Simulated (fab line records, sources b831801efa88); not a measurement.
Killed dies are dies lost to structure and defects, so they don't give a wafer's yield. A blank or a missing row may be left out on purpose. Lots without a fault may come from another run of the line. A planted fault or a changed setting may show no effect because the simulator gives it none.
One fault seen from 2 desks | flow gf180mcu | each desk has only its own numbers; what lay behind them comes last

THE TOOL OWNER'S DESK: lpcvd-02
The tool's own readings at GF_POLY_GATE_CVD_00 (deposits poly-Si, target thk 200 nm, time 1200 s): means of the sampled wafers that have a number, for each lot that ran on this tool. A lot is out of limits, marked OUT, if its mean lies more than 4 standard deviations from the usual mean; the brackets give that distance.
Columns: A = pressure_mtorr at GF_POLY_GATE_CVD_00, usual 200.1 mTorr; B = spike_tc_bottom_C at GF_POLY_GATE_CVD_00, usual 638.9 C; C = zone_power_lower_pct at GF_POLY_GATE_CVD_00, usual 8.9 %
lot  | first seen here | A     | B     | C
L346 | day 8 10:54     | 200.2 | 638.4 | 8.5
L348 | day 9 02:13     | 200.1 | 636.5 | 10.1
L350 | day 9 16:34     | 200.1 | 636.1 | 10.1
L353 | day 10 14:06    | 199.9 | 636.1 | 10.3
L358 | day 11 22:31    | 200.5 | 640.6 | 8.5
L360 | day 12 13:41    | 200.4 | 635.9 | 10.2
L369 | day 15 00:41    | 200.2 | 636.7 | 10.2
This desk's finding: nothing out of limits on any of the 7 lots.

THE METROLOGY DESK
What the gauges read, lot by lot, whatever tool the lot ran on: means of the sampled wafers that have a number. A lot is out of limits, marked OUT, if its mean lies more than 4 standard deviations from the usual mean; the brackets give that distance.
Columns: A = POLY_GATE_CVD_00_THK at GF_POLY_GATE_THK_MEAS_01, usual 200.0 nm; B = cd_nm at GF_POLY_GATE_CD_MEAS_10, usual 279.9 nm; C = HV_LDD_02_OVL at GF_HV_LDD_OVL_MEAS_32, usual 0.1 nm
lot  | first seen here | A               | B     | C
L346 | day 8 12:14     | 199.5           | 278.8 | 0.3
L348 | day 9 03:34     | 199.0           | 279.2 | -2.3
L349 | day 9 08:37     | 200.4           | 277.8 | 0.4
L350 | day 9 17:53     | 200.7           | 280.0 | -0.1
L351 | day 9 20:41     | 200.1           | 280.4 | 1.6
L352 | day 10 15:53    | 201.2           | 280.7 | -1.8
L353 | day 10 16:06    | 200.2           | 280.4 | 1.2
L354 | day 10 21:04    | 201.6           | 279.4 | -0.1
L358 | day 11 23:51    | 271.1 (+44) OUT | 278.6 | 0.2
L360 | day 12 15:41    | 272.5 (+45) OUT | 279.2 | 1.1
L365 | day 14 00:58    | 201.8           | 280.8 | -2.7
L367 | day 14 12:07    | 199.1           | 279.9 | 1.0
L369 | day 15 02:01    | 198.7           | 280.5 | 1.7
This desk's finding: out of limits on L358, L360; first on L358, day 11 23:51 (POLY_GATE_CVD_00_THK at GF_POLY_GATE_THK_MEAS_01). In limits: L346, L348, L349, L350, L351, L352, L353, L354, L365, L367, L369.

PUT TOGETHER
The metrology desk could have raised an alarm at day 11 23:51, on L358, L360.
The tool owner's desk saw nothing out of limits.
The tool owner's desk has L358, L360 on record, within its limits.
Of the lots named, all ran GF_POLY_GATE_CVD_00 on lpcvd-02.

WHAT THE SIMULATOR HAD PUT IN
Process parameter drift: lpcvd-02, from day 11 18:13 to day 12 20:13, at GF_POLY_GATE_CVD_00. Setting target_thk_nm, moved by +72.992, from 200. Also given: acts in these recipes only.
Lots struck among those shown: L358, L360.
Hours from the fault's start to each desk's first reading out of limits: the metrology desk, 6.
